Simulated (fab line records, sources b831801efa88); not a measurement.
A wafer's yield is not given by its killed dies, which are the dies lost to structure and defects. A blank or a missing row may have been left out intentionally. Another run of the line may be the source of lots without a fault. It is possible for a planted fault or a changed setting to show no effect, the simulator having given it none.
Matching of chambers / flow gf180mcu / rie-si-01 running GF_POLY_GATE_ETCH_13: 4 sister chambers
The step etches poly-Si in HBr/Cl2, stops on SiO2, target depth 198.5 nm, time 69.6 s. 7 wafers are shown with their chamber, then 7 later ones without.

## WAFERS PAIRED WITH THEIR CHAMBERS
wafer=L156.5; chamber=3; drypump-motor-current-A (A)=5.1; oes-product-au (a.u.)=0.986
wafer=L159.3; chamber=2; drypump-motor-current-A (A)=5.2; oes-product-au (a.u.)=1.012
wafer=L160.1; chamber=2; drypump-motor-current-A (A)=5.2; oes-product-au (a.u.)=0.998
wafer=L160.5; chamber=0; drypump-motor-current-A (A)=6.4; oes-product-au (a.u.)=1.001
wafer=L160.6; chamber=1; drypump-motor-current-A (A)=6.2; oes-product-au (a.u.)=0.985
wafer=L164.2; chamber=0; drypump-motor-current-A (A)=6.5; oes-product-au (a.u.)=0.999
wafer=L164.3; chamber=1; drypump-motor-current-A (A)=6.3; oes-product-au (a.u.)=0.991

## WAFERS MISSING THEIR CHAMBER
wafer=L164.4; drypump-motor-current-A (A)=5.2; oes-product-au (a.u.)=1.007
wafer=L174.1; drypump-motor-current-A (A)=6.5; oes-product-au (a.u.)=0.986
wafer=L174.2; drypump-motor-current-A (A)=6.3; oes-product-au (a.u.)=0.981
wafer=L174.4; drypump-motor-current-A (A)=5.0; oes-product-au (a.u.)=0.996
wafer=L175.1; drypump-motor-current-A (A)=6.3; oes-product-au (a.u.)=0.994
wafer=L175.2; drypump-motor-current-A (A)=6.4; oes-product-au (a.u.)=1.002
wafer=L175.4; drypump-motor-current-A (A)=5.2; oes-product-au (a.u.)=1.002

## THE CHAMBER EACH PASSED THROUGH
wafer=L164.4; from the rows above=2; in truth=2
wafer=L174.1; from the rows above=can't be placed: 0 or 1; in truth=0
wafer=L174.2; from the rows above=1; in truth=1
wafer=L174.4; from the rows above=can't be placed: 3 or 2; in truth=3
wafer=L175.1; from the rows above=can't be placed: 1 or 0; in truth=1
wafer=L175.2; from the rows above=0; in truth=0
wafer=L175.4; from the rows above=2; in truth=2
Correctly placed: 4 of 7. Cannot be placed on the basis of these rows: 3; the candidates contain the true chamber in 3. Wrongly placed: 0.
How it was worked out, from the rows above alone: a wafer's distance from a chamber is the root of the sum, over the readings, of the square of ((its reading less the chamber's mean) divided by the reading's scatter). The wafer belongs to the nearest chamber; if the next one is less than 2 further off, it can't be placed. For every chamber, the mean is computed from those of its wafers that are shown. How the scatter is found: for the shown wafers, subtract from each reading the mean of its chamber, square and add these, divide the total by (wafers less chambers), then take the root.
